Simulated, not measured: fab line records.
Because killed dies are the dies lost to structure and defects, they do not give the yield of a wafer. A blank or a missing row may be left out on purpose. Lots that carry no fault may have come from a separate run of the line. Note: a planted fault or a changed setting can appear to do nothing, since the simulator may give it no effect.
fab line records	flow sfqLine
[record] lots = 14	wafers = 42	lastDay = 92
route steps=325 shown I1@86 I2@103 M3@125 I3@143 I4@164
lots with no fault: from the same line, run without faults
startH: start of the lot's first displayed wafer, in hours after the record's first day	waitH: hours elapsed since this lot's preceding step	" identical to the entry in the row above	L1.1+2: a single row standing in for several wafers	- no value, or no start given	* or withheld: withheld	< > ~ a bound
route shown NAME@n: a module of which the file shows steps, and the number in the route of the first	usual: the fault-free wafers' mean and standard deviation	same: alike in all rows	chamber/n: place in a boat	sites: each site's reading	_std_site: the standard deviation of these	_edge_site: mean of outer sites minus mean of inner sites	radiusMm: how far each site lies from the wafer's centre	mask NAME#n: copy n	behind: the tool/chamber that last shaped the wafer	hold: why the lot was held/for how many hours/how that ended	device: names the non-switching transistor (n, p or np)	end of line: at the end of the route, the tests of the same wafers	where a step has no rows: the recipe by itself	killed: count of dies lost to structure and defects at first sort (not the wafer's yield)	map: dies across one wafer; x = killed, . = not, _ = none there
set.NAME: the setting that was run; set.NAME@STEP: the one run at that earlier step	model.NAME: the simulator's own value behind a step, which no gauge read
a sample of lots followed through the steps of the route, with each step as a table and each wafer as a row
services: from which hour (startH, from the record's first day; less than 0 if before it) a tool's chamber was out of use, for how many hours, and why
[[steps]]
[step SFQ_TRILAYER_I1_VIA_STRIP_STRIP_053]
[recipe] gas = O2	powerW = 200	platenTempC = 40	overashFraction = 0.65	chemistry = O2	pressureMtorr = 50
[usual] drypumpMotorCurrentA = 5.62/0.22	oesProductAu = 1.000/0.007	platenTempC = 40.01/0.12
lot.wafer	tool	chamber	startH	waitH	drypumpMotorCurrentA	oesProductAu	platenTempC	rfHoursCounterH
L759.2	rieMetal-01	0	402.93	-	5.50	1.003	39.96	65
L759.5	"	0	"	"	5.51	1.008	40.05	-
L759.6	"	1	"	"	5.44	1.004	40.09	-
L760.2	rieMetal-03	1	404.13	-	5.75	1.012	39.84	3
L760.5	"	0	"	"	5.91	1.003	39.96	-
L760.6	"	1	"	"	5.74	1.000	40.12	-
L764.4	rieMetal-03	1	435.08	-	5.73	1.014	40.13	-
L764.5	"	1	"	"	5.73	1.001	40.03	-
L764.6	"	0	"	"	5.88	1.001	40.20	-
L766.2	rieMetal-01	0	450.48	-	5.52	0.992	40.10	74
L766.3	"	0	"	"	5.51	1.000	39.78	-
L766.6	"	1	"	"	5.45	1.006	40.10	-
L767.2	rieMetal-03	0	452.88	-	5.88	0.999	39.92	55
L767.5	"	0	"	"	5.87	1.003	39.91	-
L767.6	"	1	"	"	5.79	0.995	40.03	-
L768.2	rieMetal-01	1	468.48	-	5.45	0.996	40.07	47
L768.3	"	1	"	"	5.45	0.989	39.97	-
L768.6	"	1	"	"	5.45	0.987	39.85	-
L770.1	rieMetal-01	1	491.74	-	5.45	1.001	40.17	51
L770.3	"	1	"	"	5.45	0.996	40.10	-
L770.4	"	0	"	"	5.49	1.001	40.25	-
L771.1	rieMetal-01	0	496.54	-	5.52	1.010	40.07	83
L771.3	"	1	"	"	5.44	0.992	40.08	-
L771.6	"	0	"	"	5.51	1.001	40.04	-
L773.3	rieMetal-03	0	515.94	-	5.88	1.006	40.03	-
L773.5	"	1	"	"	5.74	1.009	39.92	-
L773.6	"	0	"	"	5.88	1.000	39.77	-
L774.1	rieMetal-01	1	543.79	-	5.42	1.000	40.00	59
L774.2	"	0	"	"	5.52	1.003	39.93	90
L774.5	"	0	"	"	5.52	1.006	39.83	-
L777.1	rieMetal-03	0	566.59	-	5.89	0.990	39.96	72
L777.3	"	1	"	"	5.73	0.993	39.91	-
L777.6	"	1	"	"	5.73	0.997	39.90	-
L780.2	rieMetal-01	0	596.93	-	5.52	1.001	39.89	97
L780.4	"	1	"	"	5.46	1.006	40.07	-
L780.6	"	1	"	"	5.44	1.009	40.22	-
L781.3	rieMetal-01	0	605.53	-	5.51	1.001	39.91	-
L781.4	"	1	"	"	5.44	1.007	40.16	-
L781.5	"	1	"	"	5.44	1.004	40.20	-
L782.2	rieMetal-03	1	616.21	-	5.75	1.010	40.04	39
L782.3	"	0	"	"	5.89	1.000	39.99	-
L782.5	"	0	"	"	5.89	1.004	40.12	-
[step SFQ_TRILAYER_I2_DEP_PECVD_063]
[recipe] material = SiO2	tempC = 150	timeS = 111.11	pressureTorr = 2.4	rfW = 183.3	precursor = SiH4/N2O	targetThkNm = 500
[usual] chamberPressureTorr = 2.399/0.0055	heaterPowerOuterW = 31/9.8	heaterPowerW = 86/17	rfFwdPowerW = 182.3/0.58	showerheadVppV = 832/46	throttleValvePct = 24.8/1.4
lot.wafer	tool	chamber	startH	waitH	chamberPressureTorr	heaterPowerOuterW	heaterPowerW	rfFwdPowerW	showerheadVppV	throttleValvePct
L759.2	pecvd-04	1	533.80	0.0	2.403	17	53	182.1	912	26.8
L759.5	"	0	"	"	2.403	27	68	182.6	794	24.6
L759.6	"	2	"	"	2.403	32	89	181.9	866	23.7
L760.2	pecvd-04	2	537.40	0.0	2.395	32	83	181.7	872	23.7
L760.5	"	0	"	"	2.390	20	63	182.7	799	24.1
L760.6	"	1	"	"	2.395	18	55	182.9	910	26.8
L764.4	pecvd-03	0	576.10	0.0	2.410	25	76	182.4	798	25.6
L764.5	"	1	"	"	2.391	26	75	182.6	889	23.0
L764.6	"	2	"	"	2.387	41	101	182.6	849	24.3
L766.2	pecvd-04	2	595.34	0.0	2.397	37	91	182.1	876	22.0
L766.3	"	2	"	"	2.401	37	92	182.5	880	22.2
L766.6	"	2	"	"	2.387	25	75	182.3	876	22.3
L767.2	pecvd-02	2	596.54	0.0	2.399	27	83	182.4	769	24.5
L767.5	"	0	"	"	2.399	35	100	180.9	858	24.6
L767.6	"	1	"	"	2.407	42	102	182.7	792	27.4
L768.2	pecvd-02	1	612.14	0.0	2.401	54	120	182.3	801	27.1
L768.3	"	0	"	"	2.402	34	97	180.3	847	24.6
L768.6	"	2	"	"	2.396	28	85	181.4	762	24.7
L770.1	pecvd-04	1	637.46	0.0	-	-	-	-	-	-
L770.3	"	2	"	"	-	-	-	-	-	-
L770.4	"	0	"	"	-	-	-	-	-	-
L771.1	pecvd-04	0	642.29	0.0	-	-	-	-	-	-
L771.3	"	2	"	"	-	-	-	-	-	-
L771.6	"	0	"	"	-	-	-	-	-	-
L773.3	pecvd-02	0	666.83	0.0	2.398	35	101	182.4	852	24.5
L773.5	"	2	"	"	2.393	27	83	181.5	759	24.6
L773.6	"	1	"	"	2.396	41	103	182.6	791	26.8
L774.1	pecvd-02	2	694.68	0.0	2.399	30	90	182.3	771	24.8
L774.2	"	0	"	"	2.403	30	92	182.4	854	24.5
L774.5	"	1	"	"	2.402	42	104	182.3	801	26.9
L777.1	pecvd-02	0	719.91	0.0	2.405	35	101	182.5	858	24.6
L777.3	"	1	"	"	2.393	45	105	183.3	796	27.1
L777.6	"	1	"	"	2.392	47	111	183.0	796	26.7
L780.2	pecvd-03	1	757.81	0.0	2.395	17	66	182.9	884	23.6
L780.4	"	2	"	"	2.397	31	91	182.4	844	24.9
L780.6	"	1	"	"	2.397	20	68	182.3	885	23.5
L781.3	pecvd-02	1	768.76	0.0	2.404	55	119	182.8	797	26.8
L781.4	"	2	"	"	2.404	28	86	181.8	771	24.9
L781.5	"	1	"	"	2.403	56	121	182.1	795	27.2
L782.2	pecvd-04	2	780.45	0.0	2.386	31	84	182.7	860	22.7
L782.3	"	0	"	"	2.401	20	64	181.9	812	23.5
L782.5	"	1	"	"	2.399	23	63	182.7	902	25.0
[step SFQ_TRILAYER_I2_METRO_MEASURE_065]
lot.wafer	tool	chamber	startH	waitH
L759.2+5+6	filmMetro-03	-	552.74	0.3
L760.2+5+6	filmMetro-03	-	558.74	0.3
L764.4+5+6	filmMetro-02	-	590.60	0.6
L766.2+3+6	filmMetro-02	-	599.89	0.3
L767.2+5+6	filmMetro-03	-	600.15	0.3
L768.2+3+6	filmMetro-04	-	615.54	0.3
L770.1+3+4	filmMetro-03	-	640.66	0.1
L771.1+3+6	filmMetro-04	-	648.04	0.1
L773.3+5+6	filmMetro-04	-	672.27	0.5
L774.1+2+5	filmMetro-03	-	697.88	0.1
L777.1+3+6	filmMetro-04	-	723.68	0.1
L780.2+4+6	filmMetro-03	-	765.80	0.3
L781.3+4+5	filmMetro-04	-	775.00	0.5
L782.2+3+5	filmMetro-04	-	786.93	0.3
[step SFQ_TRILAYER_I2_VIA_ETCH_VIA_ETCH_070]
[recipe] target = SiO2	stopOn = Nb	maskMaterial = PR	taperDeg = 20	chemistry = CHF3	targetDepthNm = 260	sourceW = 500	biasW = 80	pressureMtorr = 30	timeS = withheld
[usual] drypumpMotorCurrentA = 5.8/0.44	oesProductAu = 0.855/0.0056	rfFwdPowerW = 498.0/1.7
lot.wafer	tool	chamber	startH	waitH	drypumpMotorCurrentA	oesProductAu	rfFwdPowerW
L759.2	rieDiel-01	1	700.96	0.0	5.4	0.849	498.3
L759.5	"	0	"	"	5.6	0.863	500.4
L759.6	"	1	"	"	5.4	0.849	496.7
L760.2	rieDiel-01	3	708.16	0.0	6.7	0.848	498.9
L760.5	"	0	"	"	5.6	0.857	495.8
L760.6	"	3	"	"	6.7	0.866	496.7
L764.4	rieDiel-03	2	747.34	0.1	5.9	0.860	495.5
L764.5	"	1	"	"	6.5	0.859	498.7
L764.6	"	3	"	"	5.6	0.848	502.8
L766.2	rieDiel-04	1	761.69	0.0	5.3	0.863	500.5
L766.3	"	2	"	"	5.5	0.845	498.5
L766.6	"	1	"	"	5.3	0.847	500.5
L767.2	rieDiel-03	2	762.89	0.0	5.9	0.848	495.9
L767.5	"	2	"	"	5.9	0.860	497.3
L767.6	"	3	"	"	5.6	0.850	495.1
L768.2	rieDiel-04	3	778.15	0.0	5.6	0.859	500.3
L768.3	"	2	"	"	5.5	0.863	497.9
L768.6	"	3	"	"	5.6	0.855	499.6
L770.1	rieDiel-04	1	797.35	0.0	5.3	0.372	498.1
L770.3	"	3	"	"	5.6	0.380	498.8
L770.4	"	1	"	"	5.3	0.377	498.1
L771.1	rieDiel-01	0	806.95	0.0	5.6	0.375	497.4
L771.3	"	3	"	"	6.7	0.376	495.6
L771.6	"	3	"	"	6.7	0.381	493.5
L773.3	rieDiel-03	3	837.07	0.0	5.6	0.849	499.0
L773.5	"	2	"	"	5.9	0.849	497.7
L773.6	"	3	"	"	5.6	0.859	498.9
L774.1	rieDiel-01	3	862.44	0.0	6.7	0.854	498.4
L774.2	"	0	"	"	5.6	0.847	499.6
L774.5	"	1	"	"	5.3	0.858	496.9
L777.1	rieDiel-03	3	886.15	0.0	5.6	0.852	497.4
L777.3	"	1	"	"	6.5	0.855	498.1
L777.6	"	3	"	"	5.6	0.855	495.8
L780.2	rieDiel-03	2	916.28	0.0	5.9	0.856	494.6
L780.4	"	3	"	"	5.6	0.858	499.9
L780.6	"	3	"	"	5.6	0.851	500.3
L781.3	rieDiel-01	2	926.00	0.0	5.9	0.859	497.9
L781.4	"	0	"	"	5.6	0.855	498.5
L781.5	"	0	"	"	5.6	0.853	498.9
L782.2	rieDiel-03	3	935.60	0.0	5.6	0.852	499.3
L782.3	"	0	"	"	5.3	0.851	497.2
L782.5	"	2	"	"	5.9	0.867	497.1
[step SFQ_TRILAYER_M3_LITHO_EXPOSE_076]
[recipe] maskId = M3	na = 0.6	sourceShape = conventional	sigmaOuter = 0.65	targetCdNm = 500	doseMj = 14.4
[usual] exposureDoseMJCm2 = 14.401/0.016	focusOffsetNm = 0.0/0.52
lot.wafer	tool	chamber	startH	waitH	mask	exposureDoseMJCm2	focusOffsetNm
L759.2	krfScanner-02	0	864.66	-	M3#0	14.412	-0.7
L759.5	"	0	"	"	M3#0	14.412	0.7
L759.6	"	0	"	"	M3#0	14.426	0.8
L760.2	krfScanner-02	0	870.66	-	M3#0	14.403	0.7
L760.5	"	0	"	"	M3#0	14.406	0.5
L760.6	"	0	"	"	M3#0	14.406	0.4
L764.4	krfScanner-02	0	903.30	-	M3#0	14.424	0.3
L764.5	"	0	"	"	M3#0	14.422	1.4
L764.6	"	0	"	"	M3#0	14.411	0.2
L766.2	krfScanner-02	0	912.50	-	M3#0	14.377	-0.6
L766.3	"	0	"	"	M3#0	14.393	0.2
L766.6	"	0	"	"	M3#0	14.376	0.1
L767.2	krfScanner-02	0	913.70	-	M3#0	14.421	0.5
L767.5	"	0	"	"	M3#0	14.383	0.9
L767.6	"	0	"	"	M3#0	14.405	0.2
L768.2	krfScanner-01	0	928.23	-	M3#0	14.420	1.0
L768.3	"	0	"	"	M3#0	14.418	-0.8
L768.6	"	0	"	"	M3#0	14.406	0.5
L770.1	krfScanner-02	-	941.35	-	M3#0	-	-
L770.3	"	-	"	"	M3#0	-	-
L770.4	"	-	"	"	M3#0	-	-
L771.1	krfScanner-02	-	953.35	-	M3#0	-	-
L771.3	"	-	"	"	M3#0	-	-
L771.6	"	-	"	"	M3#0	-	-
L773.3	krfScanner-02	0	984.95	-	M3#0	14.400	-0.3
L773.5	"	0	"	"	M3#0	14.407	-0.8
L773.6	"	0	"	"	M3#0	14.410	0.1
L774.1	krfScanner-02	0	1016.12	-	M3#0	14.427	-0.6
L774.2	"	0	"	"	M3#0	14.424	-0.8
L774.5	"	0	"	"	M3#0	14.398	0.1
L777.1	krfScanner-02	0	1038.92	-	M3#0	14.370	-0.6
L777.3	"	0	"	"	M3#0	14.394	-0.5
L777.6	"	0	"	"	M3#0	14.386	-1.1
L780.2	krfScanner-01	0	1076.45	-	M3#0	14.389	0.3
L780.4	"	0	"	"	M3#0	14.409	0.2
L780.6	"	0	"	"	M3#0	14.393	-0.5
L781.3	krfScanner-01	0	1083.85	-	M3#0	14.394	0.7
L781.4	"	0	"	"	M3#0	14.421	0.4
L781.5	"	0	"	"	M3#0	14.412	-0.4
L782.2	krfScanner-02	0	1094.17	-	M3#0	14.408	1.2
L782.3	"	0	"	"	M3#0	14.369	0.2
L782.5	"	0	"	"	M3#0	14.387	0.4
[step SFQ_I3_OVL_MEAS_923]
[usual] I3_OVL = 0/6.2
lot.wafer	tool	chamber	startH	waitH	I3_OVL[nm]
L759.2	overlay-02	-	1024.83	0.1	-1
L759.5	"	-	"	"	-1
L759.6	"	-	"	"	3
L760.2	overlay-01	-	1030.83	0.1	1
L760.5	"	-	"	"	5
L760.6	"	-	"	"	-7
L764.4	overlay-02	-	1068.17	0.1	7
L764.5	"	-	"	"	0
L764.6	"	-	"	"	4
L766.2	overlay-01	-	1078.95	0.1	-3
L766.3	"	-	"	"	0
L766.6	"	-	"	"	-2
L767.2	overlay-01	-	1080.60	0.1	3
L767.5	"	-	"	"	-4
L767.6	"	-	"	"	4
L768.2	overlay-02	-	1096.67	0.1	5
L768.3	"	-	"	"	7
L768.6	"	-	"	"	3
L770.1	overlay-01	-	1111.07	0.1	-
L770.3	"	-	"	"	-
L770.4	"	-	"	"	-
L771.1	overlay-02	-	1119.47	0.1	-
L771.3	"	-	"	"	-
L771.6	"	-	"	"	-
L773.3	overlay-01	-	1138.68	0.1	-4
L773.5	"	-	"	"	-6
L773.6	"	-	"	"	-5
L774.1	overlay-01	-	1166.39	0.1	3
L774.2	"	-	"	"	-5
L774.5	"	-	"	"	11
L777.1	overlay-02	-	1178.39	0.1	-1
L777.3	"	-	"	"	4
L777.6	"	-	"	"	0
L780.2	overlay-02	-	1219.48	0.1	-1
L780.4	"	-	"	"	5
L780.6	"	-	"	"	0
L781.3	overlay-01	-	1226.68	0.1	4
L781.4	"	-	"	"	7
L781.5	"	-	"	"	3
L782.2	overlay-01	-	1235.08	0.1	-11
L782.3	"	-	"	"	-2
L782.5	"	-	"	"	3
[step SFQ_TRILAYER_I4_CMP_CMP_100]
[recipe] material = SiO2	downForcePsi = 3	platenRpm = 60	padVelocityMS = 0.94248
[usual] motorCurrentA = 10.1/1.1	timeToEndpointS = 214/7.9
lot.wafer	tool	chamber	startH	waitH	motorCurrentA	timeToEndpointS
L759.2	cmp-02	0	1054.72	1.3	10.8	228
L759.5	"	3	1056.22	2.8	11.3	220
L759.6	"	0	"	"	11.1	232
L760.2	cmp-02	0	1058.22	2.9	10.7	221
L760.6	"	2	1059.22	3.8	7.9	217
L760.5	"	3	"	"	11.5	213
L764.4	cmp-01	3	1081.72	9.0	10.4	212
L764.6	"	0	"	"	9.1	214
L764.5	"	1	"	"	11.8	221
L766.2	cmp-01	0	1092.72	7.5	9.6	213
L766.3	"	1	"	"	11.4	204
L766.6	"	3	1094.22	9.0	9.9	208
L767.2	cmp-01	1	1095.72	8.1	11.2	211
L767.6	"	0	1097.22	9.6	9.1	213
L767.5	"	1	"	"	11.4	212
L768.2	cmp-02	0	1108.22	6.9	10.7	214
L768.3	"	1	"	"	9.9	214
L768.6	"	1	1110.72	9.3	9.5	217
L770.3	cmp-02	2	1125.59	9.8	7.7	211
L770.1	"	3	"	"	11.0	201
L770.4	"	1	1127.09	11.3	10.2	215
L771.3	cmp-02	3	1135.09	10.9	11.0	205
L771.1	"	1	1136.09	11.9	10.1	203
L771.6	"	3	1137.09	12.9	11.0	213
L773.3	cmp-02	3	1156.59	13.4	11.2	212
L773.5	"	1	1157.59	14.3	10.3	219
L773.6	"	2	"	"	8.0	227
L774.1	cmp-01	3	1284.08	1.3	10.0	210
L774.2	"	1	1285.08	2.3	11.1	218
L774.5	"	0	1286.58	3.7	9.2	223
L777.1	cmp-02	2	1298.81	0.5	7.6	215
L777.3	"	3	"	"	11.5	204
L777.6	"	2	1300.81	2.5	8.4	216
L780.2	cmp-02	0	1346.83	0.0	10.6	212
L780.4	"	1	"	"	9.6	213
L780.6	"	0	1348.83	2.0	10.3	218
L781.3	cmp-02	2	1354.56	1.8	7.9	208
L781.4	"	1	1356.18	3.3	9.8	208
L781.5	"	3	1357.26	4.4	11.3	200
L782.3	cmp-01	1	1360.53	0.5	12.1	214
L782.2	"	3	1361.53	1.5	10.3	203
L782.5	"	0	"	"	9.0	223
[[services]]
tool	chamber	startH	hours	kind
krfScanner-02	-	414.55	0.8	pm
krfScanner-02	-	458.50	1.3	pm
krfScanner-02	-	495.80	1.0	pm
krfScanner-02	-	583.69	0.8	pm
krfScanner-02	-	633.64	1.3	pm
krfScanner-02	-	665.54	1.0	pm
krfScanner-02	-	676.16	4.0	pm
krfScanner-02	-	715.50	1.8	repair
krfScanner-02	-	751.98	0.8	pm
krfScanner-02	-	761.77	2.8	repair
krfScanner-02	-	810.17	1.3	pm
krfScanner-02	-	816.27	21.0	pm
krfScanner-02	-	837.27	1.0	pm
krfScanner-02	-	920.70	0.8	pm
krfScanner-02	-	985.75	1.3	pm
krfScanner-02	-	1004.32	1.0	pm
krfScanner-02	-	1046.12	3.6	pm
krfScanner-02	-	1061.77	4.4	pm
krfScanner-02	-	1085.56	2.3	repair
krfScanner-02	-	1089.49	0.8	pm
krfScanner-02	-	1162.37	1.3	pm
krfScanner-02	-	1168.73	1.3	repair
krfScanner-02	-	1171.47	1.0	pm
krfScanner-02	-	1258.77	0.8	pm
[[key]]
[firstSign] step = SFQ_TRILAYER_I2_DEP_PECVD_063	reading = toolRecord	direction = missing
[effect] step = SFQ_TRILAYER_I2_VIA_ETCH_VIA_ETCH_070	reading = oesProductAu	direction = down	sigmas = 85	usual = 0.855	struck = 0.377
[effect] step = SFQ_TRILAYER_M3_LITHO_EXPOSE_076	reading = toolRecord	direction = missing
metAt SFQ_TRILAYER_I2_DEP_PECVD_063
struckLots L770,L771
notActingAt SFQ_TRILAYER_I1_VIA_STRIP_STRIP_053,SFQ_I3_OVL_MEAS_923,SFQ_TRILAYER_I4_CMP_CMP_100
onsetBetween 595.34 637.46
[fault] kind = skippedStepWhole	tool = pecvd-04	chamber = -	onsetH = 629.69	steps = SFQ_TRILAYER_I2_DEP_PECVD_063	scope = struckLotsOnly
